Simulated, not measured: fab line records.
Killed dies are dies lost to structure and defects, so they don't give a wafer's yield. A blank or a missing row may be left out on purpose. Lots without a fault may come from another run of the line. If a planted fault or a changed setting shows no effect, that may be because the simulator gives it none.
What tool caused it?    flow sky130    33 wafers from 11 lots sampled at 5 of the route's 708 steps

WHAT THE GAUGES READ, wafer by wafer
SKY_CONTACT_THK_MEAS_01.
lot   measured      on             CONTACT_CVD_00_THK (nm)
L198  day 30 01:32  film metro-01  74.8 77.2 75.4
L199  day 30 07:12  film metro-04  74.7 75.1 74.3
L200  day 30 18:10  film metro-04  74.7 75.2 76.2
L203  day 31 19:46  film metro-01  74.3 74.8 74.3
L205  day 32 17:29  film metro-04  75.5 75.7 76.4
L208  day 34 07:53  film metro-03  76.0 76.8 77.1
L211  day 34 17:58  film metro-04  75.3 74.9 75.4
L213  day 35 09:20  film metro-04  79.5 78.4 79.9
L214  day 35 15:45  film metro-04  75.2 73.9 75.5
L215  day 35 19:37  film metro-04  74.9 72.8 75.9
L218  day 36 16:43  film metro-01  78.4 77.7 79.6

WHICH TOOL RAN EACH LOT (tool, then ch and the chambers of the sampled wafers, then the start)
lot   SKY_LI_CONTACT_SPUTTER_20     SKY_LOCAL_INTERCONNECT_SPUTTER_00  SKY_LOCAL_INTERCONNECT_STRIP_15       SKY_CONTACT_CVD_00
L198  pvd sputter-03, day 28 19:19  pvd sputter-01, day 28 19:59       plasma asher-04 ch 0,1, day 30 00:53  pecvd-03 ch 1,2, day 30 01:30
L199  pvd sputter-02, day 29 01:02  pvd sputter-01, day 29 01:42       plasma asher-01 ch 0,1, day 30 06:29  pecvd-04 ch 0,1,2, day 30 07:10
L200  pvd sputter-02, day 29 12:31  pvd sputter-02, day 29 13:25       plasma asher-01 ch 0,1, day 30 17:31  pecvd-04 ch 1,2, day 30 18:07
L203  pvd sputter-03, day 30 14:18  pvd sputter-01, day 30 14:58       plasma asher-04 ch 0,1, day 31 19:05  pecvd-04 ch 0,1,2, day 31 19:44
L205  pvd sputter-03, day 31 11:34  pvd sputter-02, day 31 12:14       plasma asher-01 ch 0,1, day 32 16:50  pecvd-04 ch 0,1,2, day 32 17:27
L208  pvd sputter-03, day 33 02:58  pvd sputter-01, day 33 03:38       plasma asher-04 ch 0,1, day 34 07:13  pecvd-04 ch 0,1,2, day 34 07:50
L211  pvd sputter-03, day 33 13:16  pvd sputter-02, day 33 13:56       plasma asher-03 ch 0,1, day 34 17:22  pecvd-03 ch 0,1,2, day 34 17:55
L213  pvd sputter-03, day 34 04:52  pvd sputter-01, day 34 05:39       plasma asher-01 ch 0,1, day 35 08:43  pecvd-04 ch 0,1,2, day 35 09:17
L214  pvd sputter-01, day 34 11:37  pvd sputter-02, day 34 12:16       plasma asher-04 ch 0,1, day 35 15:07  pecvd-03 ch 0,2, day 35 15:43
L215  pvd sputter-01, day 34 15:16  pvd sputter-02, day 34 15:56       plasma asher-04 ch 0,1, day 35 18:59  pecvd-02 ch 0,1,2, day 35 19:34
L218  pvd sputter-01, day 35 13:14  pvd sputter-02, day 35 13:53       plasma asher-01 ch 0,1, day 36 16:07  pecvd-04 ch 0,2, day 36 16:40
- SKY_LI_CONTACT_SPUTTER_20: material TiN, target thk 20 nm, time 80 s.
- SKY_LOCAL_INTERCONNECT_SPUTTER_00: material TiN, target thk 100 nm, time 83.3 s.
- SKY_LOCAL_INTERCONNECT_STRIP_15: strips in O2/N2.
- SKY_CONTACT_CVD_00: deposits Si3N4, target thk 75 nm.

THE ANSWER, worked out from the rows above alone
Rule: usual is defined by the lots themselves. The widest of any qualifying gaps counts: lots, ordered by their means at a reading, are off when they make up no more than a third of the lots, leave a main group of 4 or more, and stand apart from it by 3 or more times the standard deviation of that group's means. A main group is skipped when, at the precision printed for the reading in the tables above, its means are all equal. Also off: a lot with no number at a reading for which 4 or more lots have one. Where the step has rows for the other lots, those lots are counted as sound.
No lot is off at any reading shown: from this, nothing can be told.

WHAT THE SIMULATOR HAD INSERTED
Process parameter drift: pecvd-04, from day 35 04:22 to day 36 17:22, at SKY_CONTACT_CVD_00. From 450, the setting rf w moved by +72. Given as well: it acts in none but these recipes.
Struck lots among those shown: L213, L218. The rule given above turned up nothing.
